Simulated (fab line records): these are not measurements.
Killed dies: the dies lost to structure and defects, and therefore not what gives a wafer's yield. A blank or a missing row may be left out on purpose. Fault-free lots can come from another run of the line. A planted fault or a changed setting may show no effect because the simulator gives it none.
The tool behind it: which one?    flow sky130    24 lots, 72 wafers sampled, at 5 steps of a route of 708

== WHAT THE GAUGES SHOWED, per wafer ==
SKY_NWELL_RS_MEAS_29: the measuring method here is four-point-probe.
lot   measured      on             NWELL_RS (ohm/sq)
L074  day 5 04:55   film-metro-03  626.4 625.9 626.1
L075  day 5 12:47   film-metro-04  623.7 626.3 624.5
L076  day 5 19:35   film-metro-03  626.4 626.4 625.1
L077  day 6 02:06   film-metro-03  623.0 623.8 624.0
L078  day 6 06:13   film-metro-04  626.5 625.8 624.5
L079  day 6 15:44   film-metro-02  625.2 626.1 624.1
L080  day 6 22:26   film-metro-02  625.5 622.8 625.7
L081  day 7 05:44   film-metro-03  622.9 623.4 623.6
L082  day 7 10:34   film-metro-03  624.9 623.3 623.1
L083  day 7 13:58   film-metro-04  623.3 622.5 622.0
L084  day 7 19:14   film-metro-03  624.5 626.5 627.7
L085  day 8 03:14   film-metro-02  623.7 623.7 622.1
L086  day 8 07:40   film-metro-04  623.2 623.1 625.6
L087  day 8 16:03   film-metro-04  625.8 627.4 626.0
L088  day 8 18:04   film-metro-02  623.5 622.5 625.1
L089  day 8 21:57   film-metro-02  626.6 627.1 625.7
L090  day 9 13:21   film-metro-03  624.8 624.3 624.4
L091  day 9 13:41   film-metro-04  623.6 622.9 626.0
L092  day 9 20:04   film-metro-03  626.2 627.3 628.4
L093  day 10 01:39  film-metro-04  623.7 621.9 625.8
L094  day 10 08:22  film-metro-03  624.6 624.6 622.8
L095  day 10 17:28  film-metro-03  623.4 623.9 623.5
L096  day 11 04:23  film-metro-03  624.1 624.8 625.1
L097  day 11 12:48  film-metro-02  624.5 624.8 625.8

SKY_SD_N_TW_MEAS_12.
lot   measured      on             SD_N_TW
L074  day 27 18:35  film-metro-03  3963 3967 3936
L075  day 28 07:41  film-metro-03  3922 3930 3908
L076  day 28 16:10  film-metro-03  3963 3943 3959
L077  day 29 02:49  film-metro-03  3921 3915 3917
L078  day 29 11:00  film-metro-01  3996 3995 4019
L079  day 29 22:57  film-metro-03  3908 3919 3921
L080  day 30 10:38  film-metro-04  3965 3947 3956
L081  day 30 16:28  film-metro-03  3929 3917 3908
L082  day 30 22:32  film-metro-04  3932 3930 3955
L083  day 31 00:23  film-metro-04  3930 3946 3933
L084  day 31 16:47  film-metro-04  3957 3947 3963
L085  day 32 00:38  film-metro-03  3930 3935 3945
L086  day 32 03:22  film-metro-03  3900 3945 3924
L087  day 32 11:34  film-metro-03  3931 3942 3939
L088  day 32 16:06  film-metro-01  4035 4059 4043
L089  day 32 20:22  film-metro-01  4047 4038 4063
L090  day 33 13:55  film-metro-01  4020 4025 4020
L091  day 33 14:20  film-metro-04  3938 3923 3954
L092  day 34 01:38  film-metro-03  3910 3909 3905
L093  day 34 06:28  film-metro-04  3942 3949 3956
L094  day 34 15:22  film-metro-03  3923 3938 3906
L095  day 35 00:20  film-metro-04  3952 3958 3949
L096  day 35 12:23  film-metro-04  3964 3982 3981
L097  day 35 19:19  film-metro-01  4043 4031 4048

SKY_VIA1_CD_MEAS_12 targets a cd of 150 nm.
lot   measured      on         cd-nm (nm)
L074  day 33 21:43  cd-sem-01  147.0 148.3 149.8
L075  day 34 09:53  cd-sem-01  150.7 150.7 152.6
L076  day 34 17:52  cd-sem-02  149.0 150.3 149.3
L077  day 35 02:52  cd-sem-02  148.7 152.2 149.8
L078  day 35 10:40  cd-sem-01  152.8 150.3 149.9
L079  day 35 20:52  cd-sem-02  151.5 150.1 149.1
L080  day 36 06:20  cd-sem-02  150.3 150.4 150.7
L081  day 36 12:41  cd-sem-02  150.9 149.5 149.9
L082  day 36 20:53  cd-sem-01  152.7 150.8 150.1
L083  day 36 21:14  cd-sem-02  150.0 149.9 149.1
L084  day 37 12:04  cd-sem-02  151.7 148.9 150.1
L085  day 37 19:15  cd-sem-02  151.9 150.4 151.7
L086  day 38 00:34  cd-sem-01  149.0 149.4 148.9
L087  day 38 05:12  cd-sem-02  148.9 148.5 149.4
L088  day 38 09:34  cd-sem-01  148.3 148.1 148.9
L089  day 38 12:03  cd-sem-01  153.6 152.2 153.6
L090  day 39 06:09  cd-sem-01  149.5 149.2 150.5
L091  day 39 06:43  cd-sem-01  149.2 151.7 151.3
L092  day 39 16:02  cd-sem-02  150.2 150.9 150.8
L093  day 39 22:33  cd-sem-01  148.7 150.5 149.5
L094  day 40 07:10  cd-sem-02  147.7 148.7 149.8
L095  day 40 13:56  cd-sem-02  151.2 150.2 151.6
L096  day 41 03:10  cd-sem-02  151.1 149.2 150.7
L097  day 41 07:00  cd-sem-02  152.7 151.5 153.6

== EACH LOT AND THE TOOL THAT RAN IT (in order: tool; ch and the chambers of the sampled wafers; start) ==
lot   SKY_LI_CONTACT_ETCH_14              SKY_METAL1_SPUTTER_01
L074  rie-diel-01 ch 1,3, day 29 00:35    pvd-sputter-02, day 31 13:47
L075  rie-diel-02 ch 1,2,3, day 29 13:35  pvd-sputter-04, day 32 03:00
L076  rie-diel-01 ch 1,2,3, day 29 23:06  pvd-sputter-02, day 32 11:52
L077  rie-diel-03 ch 0,1, day 30 09:38    pvd-sputter-04, day 32 20:10
L078  rie-diel-02 ch 0,2,3, day 30 17:26  pvd-sputter-02, day 33 04:05
L079  rie-diel-02 ch 1,2, day 31 04:43    pvd-sputter-03, day 33 15:03
L080  rie-diel-01 ch 1,3, day 31 15:31    pvd-sputter-04, day 34 00:55
L081  rie-diel-01 ch 1,2,3, day 31 21:44  pvd-sputter-04, day 34 07:22
L082  rie-diel-02 ch 0,1,3, day 32 03:19  pvd-sputter-04, day 34 14:58
L083  rie-diel-01 ch 0,1,3, day 32 05:17  pvd-sputter-02, day 34 15:20
L084  rie-diel-02 ch 0,1,3, day 32 21:08  pvd-sputter-02, day 35 07:04
L085  rie-diel-01 ch 2,3, day 33 04:32    pvd-sputter-02, day 35 14:17
L086  rie-diel-03 ch 1,2, day 33 09:56    pvd-sputter-03, day 35 17:49
L087  rie-diel-03 ch 1,2,3, day 33 15:07  pvd-sputter-04, day 36 00:07
L088  rie-diel-03 ch 1,2, day 33 20:08    pvd-sputter-02, day 36 04:31
L089  rie-diel-01 ch 2,3, day 33 23:26    pvd-sputter-02, day 36 08:47
L090  rie-diel-03 ch 0,1, day 34 17:01    pvd-sputter-03, day 37 01:38
L091  rie-diel-02 ch 0,2, day 34 17:56    pvd-sputter-03, day 37 02:32
L092  rie-diel-02 ch 0,3, day 35 05:25    pvd-sputter-02, day 37 12:55
L093  rie-diel-03 ch 1,2,3, day 35 09:50  pvd-sputter-04, day 37 18:51
L094  rie-diel-03 ch 0,1,2, day 35 19:26  pvd-sputter-04, day 38 03:42
L095  rie-diel-02 ch 1,2,3, day 36 04:07  pvd-sputter-02, day 38 11:16
L096  rie-diel-03 ch 0,2,3, day 36 15:31  pvd-sputter-03, day 39 00:40
L097  rie-diel-03 ch 0,2, day 36 22:07    pvd-sputter-02, day 39 05:32
- SKY_LI_CONTACT_ETCH_14: etches BARC in N2/H2, stops on SiO2, time 45.9 s, target depth 60 nm.
- SKY_METAL1_SPUTTER_01: material TiN, target thk 20 nm, time 16.7 s.

== AS READ BY THE TOOLS THEMSELVES (means over the sampled wafers that have a number; for cases with no such wafer, the mark the record gives instead) ==
SKY_LI_CONTACT_ETCH_14.
lot   tool         drypump-motor-current-A (A)  oes-product-au (a.u.)  throttle-valve-pct (%)
L074  rie-diel-01  5.8                          0.854                  13.230
L075  rie-diel-02  5.9                          0.857                  13.230
L076  rie-diel-01  5.6                          0.853                  13.223
L077  rie-diel-03  6.0                          0.858                  13.232
L078  rie-diel-02  6.0                          0.854                  13.228
L079  rie-diel-02  6.1                          0.848                  13.226
L080  rie-diel-01  5.7                          0.855                  13.227
L081  rie-diel-01  5.7                          0.856                  13.227
L082  rie-diel-02  5.6                          0.851                  13.225
L083  rie-diel-01  5.9                          0.853                  13.219
L084  rie-diel-02  5.6                          0.854                  13.224
L085  rie-diel-01  5.5                          0.856                  13.220
L086  rie-diel-03  5.7                          0.850                  13.231
L087  rie-diel-03  5.7                          0.854                  13.227
L088  rie-diel-03  5.9                          0.854                  13.224
L089  rie-diel-01  5.7                          0.858                  13.218
L090  rie-diel-03  6.0                          0.851                  13.220
L091  rie-diel-02  6.0                          0.858                  13.224
L092  rie-diel-02  5.8                          0.856                  13.232
L093  rie-diel-03  5.7                          0.851                  13.224
L094  rie-diel-03  5.9                          0.851                  13.221
L095  rie-diel-02  5.9                          0.855                  13.218
L096  rie-diel-03  5.9                          0.854                  13.221
L097  rie-diel-03  6.1                          0.851                  13.224

SKY_METAL1_SPUTTER_01.
lot   tool            throttle-valve-pct (%)
L074  pvd-sputter-02  29.9
L075  pvd-sputter-04  28.6
L076  pvd-sputter-02  29.0
L077  pvd-sputter-04  29.0
L078  pvd-sputter-02  29.4
L079  pvd-sputter-03  30.8
L080  pvd-sputter-04  28.0
L081  pvd-sputter-04  29.1
L082  pvd-sputter-04  28.8
L083  pvd-sputter-02  29.5
L084  pvd-sputter-02  29.2
L085  pvd-sputter-02  29.2
L086  pvd-sputter-03  31.6
L087  pvd-sputter-04  29.7
L088  pvd-sputter-02  28.9
L089  pvd-sputter-02  28.9
L090  pvd-sputter-03  29.7
L091  pvd-sputter-03  30.3
L092  pvd-sputter-02  29.2
L093  pvd-sputter-04  28.8
L094  pvd-sputter-04  28.8
L095  pvd-sputter-02  30.2
L096  pvd-sputter-03  30.5
L097  pvd-sputter-02  29.0

== THE ANSWER, worked out from the rows above alone ==
Rule: the lots themselves supply what counts as usual. The widest of any qualifying gaps counts: lots, ordered by their means at a reading, are off when they make up no more than a third of the lots, leave a main group of 4 or more, and stand apart from it by 3 or more times the standard deviation of that group's means. A main group whose means are all the same, to the digits that the tables above print for the reading, isn't used. Also off: a lot with no number at a reading for which 4 or more lots have one. Any other lot the step has rows for is counted as sound. First the gauges in route order, then the tools' own readings, where a lot's mean is used as printed above. The first step at which some lot is off is used, and at that step the reading that is off furthest; a lot without a number counts as furthest.
No lot is off on any of the readings shown, so nothing can be concluded from this.

== WHAT HAD BEEN PUT IN BY THE SIMULATOR ==
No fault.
